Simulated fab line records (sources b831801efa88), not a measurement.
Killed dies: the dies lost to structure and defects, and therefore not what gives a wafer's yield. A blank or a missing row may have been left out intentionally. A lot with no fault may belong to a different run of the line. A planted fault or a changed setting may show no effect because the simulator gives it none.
Struck lot and sound lot, side by side	flow gf180mcu	18 steps out of a route of 602
Sound: wafers L353.3, L353.4, L353.5. Wafers struck: L345.1, L345.3, L345.5. Last of all comes the cause.
Order at every step that has rows: each side's tool, ch and its chambers, its first start. Under that, the readings that differ: sound wafers	struck wafers	difference of the means	sigmas: that difference in standard deviations of wafers without a fault.
alike: readings with means less than 2 such deviations apart, plus words and numbers identical on both sides. not compared: withheld readings, readings lacking a value on some wafer, bounds such as >300 that could conceal the same value, and numbers that have no deviation in the record and whose values overlap.
The two part at a step that has a row with sigmas, a row that says differs or no value, or rows on one side only. Numbers that have no deviation but don't overlap get no sigmas and don't part them. A reading that every wafer of one side lacks parts them only if that side has two wafers or more.

first, 7 steps without rows for these wafers: GF_VT_IMPLANT_DEHYDRATE_33 (time 60 s); GF_VT_IMPLANT_HMDS_34 (prime time 60 s); GF_VT_IMPLANT_COAT_35 (resist thk 1000 nm); GF_VT_IMPLANT_SOFTBAKE_36 (time 60 s); GF_VT_IMPLANT_EXPOSE_37 (exposes mask Nwell HV AREA, target cd 860 nm); GF_VT_IMPLANT_PEB_38; GF_VT_IMPLANT_DEVELOP_39 (develop time 60 s).
GF_VT_IMPLANT_OVL_MEAS_40:
  struck on overlay-01, day 8 07:59; sound on overlay-02, day 10 12:59
  alike: VT_IMPLANT_03_OVL
following that, these wafers have no rows for 1 step: GF_VT_IMPLANT_IMPLANT_41.
GF_VT_IMPLANT_STRIP_42: strips in O2/N2.
  sound on plasma_asher-02 ch 0,1, day 10 13:11; struck on plasma_asher-01 ch 0,1, day 8 08:11
  alike: drypump_motor_current_A, heater_power_w, oes_product_au, strip_time_to_endpoint_s
  not compared: rf_hours_counter_h
GF_VT_IMPLANT_TW_MEAS_43:
  struck on film_metro-03, day 8 08:17; sound on film_metro-01, day 10 13:16
  alike: VT_IMPLANT_4_TW
then, 1 step without rows for these wafers: GF_VT_IMPLANT_CLEAN_44 (cleans in SC1/SC2, time 150 s).
GF_VT_IMPLANT_RTA_45: time 30 s.
  sound on rtp_anneal-01 ch 0, day 10 13:27; struck on rtp_anneal-01, day 8 08:23
  no value came back on the struck wafers for anneal_temp_c_max, chamber_o2_ppm, lamp_power_pct (%), wafer_temp_C_max; on the sound wafers anneal_temp_c_max reads 1057.4 1056.6 1056.7
GF_VT_IMPLANT_RS_MEAS_46: measurement is done with a four-point probe.
  struck on film_metro-04, day 8 08:29; sound on film_metro-01, day 10 13:34
reading	sound	struck	difference	sigmas
MVSD_RS (ohm/sq)	457.5 456.0 455.7	132.9 132.9 133.0	-323.5	-99 or more
GF_VT_IMPLANT_RS_MEAS_47: measurement is done with a four-point probe.
  struck on film_metro-04, day 8 08:37; sound on film_metro-01, day 10 13:41
reading	sound	struck	difference	sigmas
NWELL_RS (ohm/sq)	488.1 487.5 487.4	132.9 133.0 133.1	-354.7	-99 or more
GF_VT_IMPLANT_RS_MEAS_48: measurement is done with a four-point probe.
  struck on film_metro-04, day 8 08:44; sound on film_metro-01, day 10 13:48
reading	sound	struck	difference	sigmas
LVPWELL_RS (ohm/sq)	1202 1200 1199	133 133 133	-1067	-99 or more
GF_VT_IMPLANT_RS_MEAS_49: measurement is done with a four-point probe.
  struck on film_metro-04, day 8 08:51; sound on film_metro-01, day 10 13:55
reading	sound	struck	difference	sigmas
MVPSD_RS (ohm/sq)	1167.1 1171.4 1167.7	132.8 132.9 133.0	-1035.8	-99 or more
then, 1 step without rows for these wafers: GF_VT_IMPLANT_WET_ETCH_50 (etches SiO2 in dHF, target depth 20 nm, time 400 s).

== WHERE THEY PART ==
Earliest at GF_VT_IMPLANT_RTA_45; latest, in this record, at GF_VT_IMPLANT_RS_MEAS_49.

WHY: what the simulator had put in
Whole step skipped at GF_VT_IMPLANT_RTA_45 on rtp_anneal-01, starting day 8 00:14. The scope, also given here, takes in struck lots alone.
